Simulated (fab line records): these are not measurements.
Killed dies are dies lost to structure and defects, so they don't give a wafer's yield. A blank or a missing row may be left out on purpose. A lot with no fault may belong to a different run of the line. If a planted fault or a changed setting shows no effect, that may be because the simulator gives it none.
Chamber matching :: flow sky130 :: cmp-01 running SKY_VIA4_CMP_21: 4 sister chambers
The step polishes, stops on SiO2, t overpolish 25 s, target thk 0 nm. 8 wafers are shown with their chamber, then 6 later ones without.

## WAFERS PAIRED WITH THEIR CHAMBERS
wafer: L514.3
chamber: 1
motor_current_A (A): 10.2
slurry_flow_ml_min: 150.7

wafer: L518.1
chamber: 3
motor_current_A (A): 8.7
slurry_flow_ml_min: 150.3

wafer: L518.2
chamber: 1
motor_current_A (A): 10.5
slurry_flow_ml_min: 150.3

wafer: L517.1
chamber: 3
motor_current_A (A): 8.5
slurry_flow_ml_min: 149.3

wafer: L517.5
chamber: 0
motor_current_A (A): 11.5
slurry_flow_ml_min: 150.0

wafer: L524.3
chamber: 0
motor_current_A (A): 11.7
slurry_flow_ml_min: 149.6

wafer: L524.4
chamber: 2
motor_current_A (A): 9.0
slurry_flow_ml_min: 150.2

wafer: L524.5
chamber: 2
motor_current_A (A): 9.6
slurry_flow_ml_min: 151.0

## WAFERS WITHOUT THEIR CHAMBER
wafer: L528.2
motor_current_A (A): 9.0
slurry_flow_ml_min: 150.4

wafer: L528.3
motor_current_A (A): 9.3
slurry_flow_ml_min: 149.6

wafer: L528.5
motor_current_A (A): 10.9
slurry_flow_ml_min: 150.5

wafer: L529.2
motor_current_A (A): 11.5
slurry_flow_ml_min: 149.3

wafer: L529.4
motor_current_A (A): 10.5
slurry_flow_ml_min: 149.3

wafer: L529.6
motor_current_A (A): 9.2
slurry_flow_ml_min: 150.0

## WHICH CHAMBER EACH WENT THROUGH
wafer: L528.2
from the rows above: can't be placed: 2 or 3
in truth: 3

wafer: L528.3
from the rows above: can't be placed: 2 or 3
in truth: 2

wafer: L528.5
from the rows above: can't be placed: 1 or 0
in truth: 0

wafer: L529.2
from the rows above: 0
in truth: 0

wafer: L529.4
from the rows above: can't be placed: 1 or 0
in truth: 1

wafer: L529.6
from the rows above: can't be placed: 2 or 3
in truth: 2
1 of 6 placed correctly. From these rows, 5 cannot be placed; in 5 the true chamber is one of the candidates. Placed wrongly: 0.
How it was worked out, from the rows above alone: a wafer's distance from a chamber is the root of the sum, over the readings, of the square of ((its reading less the chamber's mean) divided by the reading's scatter). If the next closest chamber is less than 2 further off than the closest, the wafer can't be placed; otherwise it belongs to the closest. For every chamber, the mean is computed from those of its wafers that are shown. The scatter: take each reading less its chamber's mean, square it, sum over the shown wafers, divide by the number of wafers less the number of chambers, and take the root.
